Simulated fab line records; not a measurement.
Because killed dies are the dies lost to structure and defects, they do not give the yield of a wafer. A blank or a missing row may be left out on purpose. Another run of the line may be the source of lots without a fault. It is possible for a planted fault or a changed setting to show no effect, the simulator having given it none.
The tool behind it: which one? / flow sky130 / 14 lots, 42 wafers sampled, at 2 steps of a route of 708

== WHAT EACH GAUGE READ, for each wafer ==
SKY_VIA2_OVL_MEAS_13. Usual: VIA2_OVL gives 5 nm (standard deviation 5.3).
lot=L486; measured=day 36 06:02; on=overlay-02; VIA2_OVL (nm)=3 5 5; flag=
lot=L491; measured=day 38 09:45; on=overlay-02; VIA2_OVL (nm)=5 8 -5; flag=
lot=L490; measured=day 38 15:11; on=overlay-01; VIA2_OVL (nm)=9 7 5; flag=
lot=L489; measured=day 38 16:08; on=overlay-02; VIA2_OVL (nm)=0 9 6; flag=
lot=L493; measured=day 38 16:29; on=overlay-02; VIA2_OVL (nm)=8 10 15; flag=
lot=L492; measured=day 38 18:09; on=overlay-02; VIA2_OVL (nm)=3 0 8; flag=
lot=L494; measured=day 38 21:48; on=overlay-01; VIA2_OVL (nm)=3 10 2; flag=
lot=L495; measured=day 40 06:10; on=overlay-02; VIA2_OVL (nm)=6 -8 7; flag=
lot=L496; measured=day 40 06:57; on=overlay-02; VIA2_OVL (nm)=9 5 9; flag=
lot=L499; measured=day 40 10:48; on=overlay-01; VIA2_OVL (nm)=12 10 9; flag=
lot=L501; measured=day 40 14:41; on=overlay-02; VIA2_OVL (nm)=3 2 1; flag=
lot=L507; measured=day 42 06:08; on=overlay-01; VIA2_OVL (nm)=-7 -1 6; flag=
lot=L508; measured=day 42 16:56; on=overlay-01; VIA2_OVL (nm)=4 3 6; flag=
lot=L509; measured=day 42 19:41; on=overlay-02; VIA2_OVL (nm)=7 13 6; flag=

SKY_VIA2_THK_MEAS_23: measures by xrf. Usual: VIA2_W_THK gives 417 nm (standard deviation 7.7).
lot=L486; measured=day 36 07:08; on=filmMetro-04; VIA2_W_THK (nm)=422 422 418; flag=
lot=L491; measured=day 38 10:47; on=filmMetro-02; VIA2_W_THK (nm)=421 417 423; flag=
lot=L490; measured=day 38 16:13; on=filmMetro-04; VIA2_W_THK (nm)=410 423 419; flag=
lot=L489; measured=day 38 17:11; on=filmMetro-03; VIA2_W_THK (nm)=404 411 408; flag=
lot=L493; measured=day 38 17:32; on=filmMetro-02; VIA2_W_THK (nm)=416 418 426; flag=
lot=L492; measured=day 38 19:12; on=filmMetro-02; VIA2_W_THK (nm)=415 420 420; flag=
lot=L494; measured=day 38 22:53; on=filmMetro-04; VIA2_W_THK (nm)=412 413 412; flag=
lot=L495; measured=day 40 07:14; on=filmMetro-02; VIA2_W_THK (nm)=427 422 432; flag=
lot=L496; measured=day 40 08:01; on=filmMetro-03; VIA2_W_THK (nm)=420 414 414; flag=
lot=L499; measured=day 40 11:51; on=filmMetro-03; VIA2_W_THK (nm)=418 421 414; flag=
lot=L501; measured=day 40 15:44; on=filmMetro-03; VIA2_W_THK (nm)=411 407 408; flag=
lot=L507; measured=day 42 07:10; on=filmMetro-03; VIA2_W_THK (nm)=424 409 413; flag=
lot=L508; measured=day 42 18:09; on=filmMetro-03; VIA2_W_THK (nm)=406 413 409; flag=
lot=L509; measured=day 42 21:14; on=filmMetro-03; VIA2_W_THK (nm)=417 407 417; flag=

== WHAT TOOL EACH LOT RAN ON (gives the tool, then ch and the chambers of the sampled wafers, and finally the start) ==
The record holds no process step before these readings.

== WHAT THE TOOLS THEMSELVES READ (means of the sampled wafers that have a number; where no wafer has one, the mark that the record gives instead) ==
The record holds no such reading with a usual standard deviation.

== THE ANSWER, worked out from the rows above alone ==
Rule: a lot is off if the mean of its wafers that have a number lies more than 3 standard deviations from the usual mean. A lot without any number at a reading at which 4 lots or more have one is off too. All remaining lots with rows at the step are treated as sound. The gauges are gone through in route order, then the tools' own readings, and for those a lot's mean is taken as printed above. At the first step where some lot is off, the reading lying furthest off is the one used; lots without a number count as furthest.
No lot is off at any reading shown: from this, nothing can be told.

== WHAT THE SIMULATOR HAD INSERTED ==
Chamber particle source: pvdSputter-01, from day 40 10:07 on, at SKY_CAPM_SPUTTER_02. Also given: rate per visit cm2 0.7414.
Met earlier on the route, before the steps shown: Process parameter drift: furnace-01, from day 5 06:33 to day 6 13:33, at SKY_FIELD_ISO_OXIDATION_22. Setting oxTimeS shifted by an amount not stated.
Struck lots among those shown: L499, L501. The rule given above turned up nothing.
